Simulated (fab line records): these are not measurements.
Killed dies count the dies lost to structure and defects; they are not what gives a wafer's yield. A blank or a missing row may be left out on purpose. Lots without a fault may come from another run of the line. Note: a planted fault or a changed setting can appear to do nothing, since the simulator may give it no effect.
Comparing a struck lot with a sound one | flow gf180mcu | 14 steps out of a route of 602
Sound: the wafers L664.1, L664.2, L664.3. Struck: wafers L681.1, L681.3, L681.6. At the end, the cause is stated.
Order at every step that has rows: each side's tool, ch and its chambers, its first start. Under that, the readings that differ: sound wafers | struck wafers | difference of the means | sigmas: that difference in standard deviations of wafers without a fault.
alike: readings with means less than 2 such deviations apart, plus words and numbers identical on both sides. not compared: withheld readings, readings lacking a value on some wafer, bounds such as >300 that could conceal the same value, and numbers that have no deviation in the record and whose values overlap.
A row with sigmas, a row that says differs or no value, or rows on one side alone: a step with any of these is where the two part. Numbers that don't overlap but have no deviation are shown without sigmas and don't part them. A reading missing from all wafers of one side parts the sides only when that side holds two or more wafers.

first, 1 step without rows for these wafers: GF_V2_CVD_00 (deposits SiO2, target thk 600 nm, time 100 s).
GF_V2_THK_MEAS_01:
  sound on film metro-01, day 19 10:20; struck on film metro-04, day 25 16:25
  alike: V2_CVD_00_THK
GF_V2_CVD_02: deposits SiO2 from TEOS, target thk 850 nm, time 94.851 s.
  sound on pecvd-01 ch 0,1,2, day 19 10:23; struck on pecvd-01 ch 0,1, day 25 16:29
  alike: heater power w
GF_V2_THK_MEAS_03:
  sound on film metro-04, day 19 10:28; struck on film metro-04, day 25 16:33
  alike: V2_CVD_02_THK
GF_V2_CMP_04: polishes SiO2.
  sound on cmp-02 ch 0,1,3, day 19 10:31; struck on cmp-02 ch 0,2,3, day 25 16:43
  alike: head pressure psi, motor current A, retaining ring pressure frac, slurry flow ml min, time to endpoint s
GF_V2_BOW_MEAS_05:
  sound on film metro-03, day 19 10:49; struck on film metro-04, day 25 16:55
  alike: V2_BOW
then, 6 steps without rows for these wafers: GF_V2_DEHYDRATE_06 (time 60 s); GF_V2_HMDS_07 (prime time 60 s); GF_V2_COAT_08; GF_V2_COAT_09 (resist thk 1000 nm); GF_V2_SOFTBAKE_10 (time 60 s); GF_V2_EXPOSE_11 (exposes mask Via2, target cd 260 nm).
GF_V2_PEB_12: peb time 90 s.
  struck on litho track-04, day 26 13:11; sound on litho track-01 ch 0, day 20 10:30
  no value came back on the struck wafers for chill plate temp C (C), exhaust pa (Pa); on the sound wafers chill plate temp C (C) reads 22.97 22.99 23.01
then, 1 step without rows for these wafers: GF_V2_DEVELOP_13 (develop time 60 s).

## WHERE THEY PART
Only at GF_V2_PEB_12, as far as this record shows.

WHY: the cause the simulator had injected
Skipped step whole: litho track-04, from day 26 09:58 on, at GF_V2_PEB_12. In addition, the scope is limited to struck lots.
